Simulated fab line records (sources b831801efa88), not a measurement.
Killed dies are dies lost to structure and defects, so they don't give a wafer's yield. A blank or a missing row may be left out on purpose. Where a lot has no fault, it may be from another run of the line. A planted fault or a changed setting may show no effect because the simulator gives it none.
A lot that was struck, set against a sound lot | flow sky130 | 19 out of 708 route steps
Sound: wafers L419.1, L419.3, L419.4. Wafers L423.2, L423.4, L423.6 were the ones struck. Last of all comes the cause.
Per side, at each step with rows, come the tool, then ch with its chambers, and then its first start. Under that, the readings that differ: sound wafers | struck wafers | difference of the means | sigmas: that difference in standard deviations of wafers without a fault.
alike: readings whose means differ by less than 2 such deviations, and words and numbers that are the same on both sides. not compared: withheld readings, readings that some wafer has no value for, bounds like >300 that may hide the same value, and numbers for which the record gives no deviation and whose values overlap.
Wherever a step has rows on one side only, a row that says differs or no value, or a row with sigmas, the two part there. Numbers that don't overlap but have no deviation are shown without sigmas and don't part them. A reading that every wafer of one side lacks parts them only if that side has two wafers or more.

first, 1 step without rows for these wafers: SKY_LDD_LDN_IMPLANT_11.
SKY_LDD_LDN_STRIP_12: strips in O2/N2.
  sound on plasmaAsher-03 ch 0,1, day 24 13:53; struck on plasmaAsher-02 ch 1, day 25 20:26
  alike: chamberPressureMTorr, drypumpMotorCurrentA, n2FlowSccm, oesProductAu, stripTimeToEndpointS
  not compared: rfHoursCounterH
SKY_LDD_LDN_TW_MEAS_13:
  sound: filmMetro-03 at day 24 13:59; struck: filmMetro-03 at day 25 20:33
  alike: LDD_LDN_TW
then, 2 steps without rows for these wafers: SKY_LDD_LDN_CLEAN_14 (cleans in SC1/SC2, time 150 s); SKY_SPACER_CVD_00 (deposits Si3N4 from DCS/NH3, target thk 43.1 nm, time 740 s).
SKY_SPACER_THK_MEAS_01:
  sound: filmMetro-04 at day 24 15:18; struck: filmMetro-01 at day 25 23:08
reading                | sound          | struck         | difference | sigmas
SPACER_CVD_00_THK (nm) | 43.7 43.6 43.5 | 42.6 42.6 42.3 | -1.1       | -2
SKY_SPACER_ETCHBACK_02: etches Si3N4 in CH3F/O2, stops on SiO2, time 46.7 s, target depth 45 nm.
  sound on rieDiel-03 ch 0,1,2, day 24 15:22; struck on rieDiel-04 ch 1,2,3, day 25 23:11
  alike: ch3fFlowSccm, chamberPressureMTorr, drypumpMotorCurrentA, oesProductAu, throttleValvePct
  not compared: rfHoursCounterH
then, 5 steps without rows for these wafers: SKY_POLY_CUT_DEHYDRATE_00 (time 60 s); SKY_POLY_CUT_HMDS_01 (prime time 60 s); SKY_POLY_CUT_COAT_02 (resist thk 60 nm); SKY_POLY_CUT_COAT_03 (resist thk 450 nm); SKY_POLY_CUT_SOFTBAKE_04 (time 90 s).
SKY_POLY_CUT_EXPOSE_05: exposes mask NPCM, target cd 270 nm.
  sound on krfScanner-02 ch 0, day 25 06:05; struck on krfScanner-02 ch 0, day 26 13:41
reading                        | sound                   | struck            | difference | sigmas
model.POLY_CUT.overlayXNm (nm) | -0.8827 -0.8827 -0.8827 | 46.25 46.25 46.25 | +47.13     | 
  alike: mask
then, 2 steps without rows for these wafers: SKY_POLY_CUT_PEB_06; SKY_POLY_CUT_DEVELOP_07 (develop time 60 s).
SKY_POLY_CUT_CD_MEAS_08: the cd target is 270 nm.
  sound: cdSem-02 at day 25 20:19; struck: cdSem-01 at day 27 04:11
  alike: cdNm
SKY_POLY_CUT_OVL_MEAS_09:
  sound: overlay-01 at day 25 20:26; struck: overlay-02 at day 27 04:17
reading           | sound | struck   | difference | sigmas
POLY_CUT_OVL (nm) | 6 0 1 | 50 50 46 | +46        | +9
SKY_POLY_CUT_ETCH_10: etches BARC in N2/H2, stops on SiO2, time 45.9 s, target depth 60 nm.
  sound on rieDiel-04 ch 0,2,3, day 25 20:28; struck on rieDiel-02 ch 1,2,3, day 27 04:19
  alike: chamberPressureMTorr, drypumpMotorCurrentA, n2FlowSccm, oesProductAu, throttleValvePct
  not compared: rfHoursCounterH
-- the record jumps here: 21 days lie between the struck wafers' starts before and after (it left off in module POLY_CUT and takes up again in module PAD_OPEN, whose first step shown is number 708 of the route) --
SKY_PAD_OPEN_PROBE_99:
  rows exist in the record for the struck wafers here (prober-01, day 47 23:04), but not for the sound ones

WHERE THEY PART
Last at SKY_PAD_OPEN_PROBE_99 as far as this record goes, first at SKY_SPACER_THK_MEAS_01.

WHY: what had been put in by the simulator
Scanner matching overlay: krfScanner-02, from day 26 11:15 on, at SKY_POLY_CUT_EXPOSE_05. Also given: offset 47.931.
